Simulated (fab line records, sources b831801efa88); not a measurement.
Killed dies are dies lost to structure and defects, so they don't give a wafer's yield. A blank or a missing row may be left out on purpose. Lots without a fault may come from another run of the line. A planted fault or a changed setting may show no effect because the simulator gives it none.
Which tool did it? | flow gf180mcu | 12 lots, 36 wafers sampled, at 4 steps of a route of 602

WHAT THE GAUGES READ, wafer by wafer
GF_M3_CD_MEAS_14: target cd 280 nm. Usual: cd_nm 280.2 nm, standard deviation 1.3.
lot  | measured     | on        | cd_nm (nm)        | flag
L909 | day 21 12:51 | cd_sem-02 | 280.2 280.1 281.0 |
L910 | day 22 02:40 | cd_sem-02 | 279.5 279.7 281.2 |
L911 | day 22 05:45 | cd_sem-01 | 280.2 279.7 280.1 |
L912 | day 22 16:01 | cd_sem-01 | 279.0 279.6 280.8 |
L913 | day 23 08:14 | cd_sem-02 | 280.6 281.8 280.1 |
L918 | day 24 22:06 | cd_sem-01 | 282.7 280.4 279.8 |
L922 | day 26 06:21 | cd_sem-01 | 281.1 279.8 281.5 |
L923 | day 26 17:06 | cd_sem-02 | 281.1 280.6 281.6 |
L925 | day 26 23:27 | cd_sem-02 | 280.0 280.1 279.1 |
L926 | day 27 06:19 | cd_sem-01 | 277.8 277.7 279.0 |
L928 | day 27 16:25 | cd_sem-02 | 280.7 281.8 281.2 |
L929 | day 27 23:45 | cd_sem-01 | 277.5 278.0 276.6 |

GF_M3_OVL_MEAS_15. Usual: M3_OVL 3 nm, standard deviation 5.3.
lot  | measured     | on         | M3_OVL (nm) | flag
L909 | day 21 12:58 | overlay-01 | -4 -3 0     |
L910 | day 22 02:47 | overlay-01 | 7 9 4       |
L911 | day 22 05:52 | overlay-01 | 5 0 2       |
L912 | day 22 16:08 | overlay-01 | 6 9 8       |
L913 | day 23 08:20 | overlay-01 | 6 -3 9      |
L918 | day 24 22:13 | overlay-01 | 6 7 14      |
L922 | day 26 06:28 | overlay-01 | 5 9 5       |
L923 | day 26 17:11 | overlay-02 | 4 2 8       |
L925 | day 26 23:32 | overlay-02 | -9 2 -3     |
L926 | day 27 06:26 | overlay-01 | 7 7 11      |
L928 | day 27 16:32 | overlay-01 | 4 11 0      |
L929 | day 27 23:52 | overlay-01 | 6 8 2       |

GF_V3_THK_MEAS_01. Usual: V3_CVD_00_THK 599 nm, standard deviation 5.9.
lot  | measured     | on            | V3_CVD_00_THK (nm) | flag
L909 | day 21 13:45 | film_metro-04 | 589 591 589        |
L910 | day 22 03:45 | film_metro-02 | 606 606 607        |
L911 | day 22 06:43 | film_metro-02 | 603 597 603        |
L912 | day 22 17:02 | film_metro-04 | 604 604 605        |
L913 | day 23 09:16 | film_metro-04 | 599 606 600        |
L918 | day 24 23:09 | film_metro-01 | 601 598 603        |
L922 | day 26 07:15 | film_metro-02 | 301 303 304        | OFF
L923 | day 26 17:58 | film_metro-04 | 608 612 608        |
L925 | day 27 00:20 | film_metro-02 | 296 289 295        | OFF
L926 | day 27 07:13 | film_metro-02 | 602 601 593        |
L928 | day 27 17:19 | film_metro-01 | 599 603 601        |
L929 | day 28 00:38 | film_metro-01 | 607 597 608        |

WHICH TOOL RAN EACH LOT (tool, then ch and the chambers of the sampled wafers, then the start)
lot  | GF_V3_CVD_00
L909 | hdpcvd-01 ch 1,2, day 21 13:41
L910 | hdpcvd-02 ch 0,2, day 22 03:40
L911 | hdpcvd-01 ch 0,1, day 22 06:38
L912 | hdpcvd-02 ch 0,2, day 22 16:57
L913 | hdpcvd-01 ch 1,2, day 23 09:11
L918 | hdpcvd-01 ch 1,2, day 24 23:05
L922 | hdpcvd-01 ch 0,1,2, day 26 07:11
L923 | hdpcvd-02 ch 0,2, day 26 17:53
L925 | hdpcvd-01 ch 0,2, day 27 00:14
L926 | hdpcvd-02 ch 0,2, day 27 07:08
L928 | hdpcvd-02 ch 0,1,2, day 27 17:14
L929 | hdpcvd-02 ch 0,1, day 28 00:34
- GF_V3_CVD_00: deposits SiO2, target thk 600 nm, time 100 s.

WHAT THE TOOLS THEMSELVES READ (means of the sampled wafers that have a number; where no wafer has one, the mark that the record gives instead)
GF_V3_CVD_00. Usual: sih4_flow_sccm 59.98 sccm, standard deviation 0.19.
lot  | tool      | sih4_flow_sccm (sccm) | flag
L909 | hdpcvd-01 | 60.06                 |
L910 | hdpcvd-02 | 60.05                 |
L911 | hdpcvd-01 | 60.08                 |
L912 | hdpcvd-02 | 60.13                 |
L913 | hdpcvd-01 | 59.80                 |
L918 | hdpcvd-01 | 60.16                 |
L922 | hdpcvd-01 | 30.03                 | OFF
L923 | hdpcvd-02 | 60.11                 |
L925 | hdpcvd-01 | 29.91                 | OFF
L926 | hdpcvd-02 | 59.79                 |
L928 | hdpcvd-02 | 60.13                 |
L929 | hdpcvd-02 | 59.92                 |

THE ANSWER, worked out from the rows above alone
Rule: a lot is off if the mean of its wafers that have a number lies more than 3 standard deviations from the usual mean. A lot without any number at a reading at which 4 lots or more have one is off too. The other lots that the step has rows for count as sound. The gauges are gone through in route order, then the tools' own readings, and for those a lot's mean is taken as printed above. The first step at which some lot is off is used, and at that step the reading that is off furthest; a lot without a number counts as furthest.
Off: L922, L925, at GF_V3_THK_MEAS_01 (V3_CVD_00_THK).
A tool fits if, at a process step before that reading, it ran every lot that is off, and no sound lot after the first of them. The gauges at GF_V3_THK_MEAS_01 aren't tried: what is off there is off at GF_V3_CVD_00 too, on other tools, and a gauge's error can't cause that. One fits: hdpcvd-01 at GF_V3_CVD_00. Its last sound lot is L918 (day 24 23:05), its first lot that is off L922 (day 26 07:11): a fault that began between those two fits.
The tool's own readings at GF_V3_CVD_00 bear it out: on the lots that are off they differ by more than 5 times the standard deviation of the sound lots' means. sih4_flow_sccm reads 29.97 sccm there against 60.02 sccm on the sound lots.

WHAT THE SIMULATOR HAD PUT IN
Process parameter drift: hdpcvd-01, from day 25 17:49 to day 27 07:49, at GF_V3_CVD_00. Setting sih4_flow_sccm, moved by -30, from 60. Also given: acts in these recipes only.
Lots struck among those shown: L922, L925. The rule above found the same.
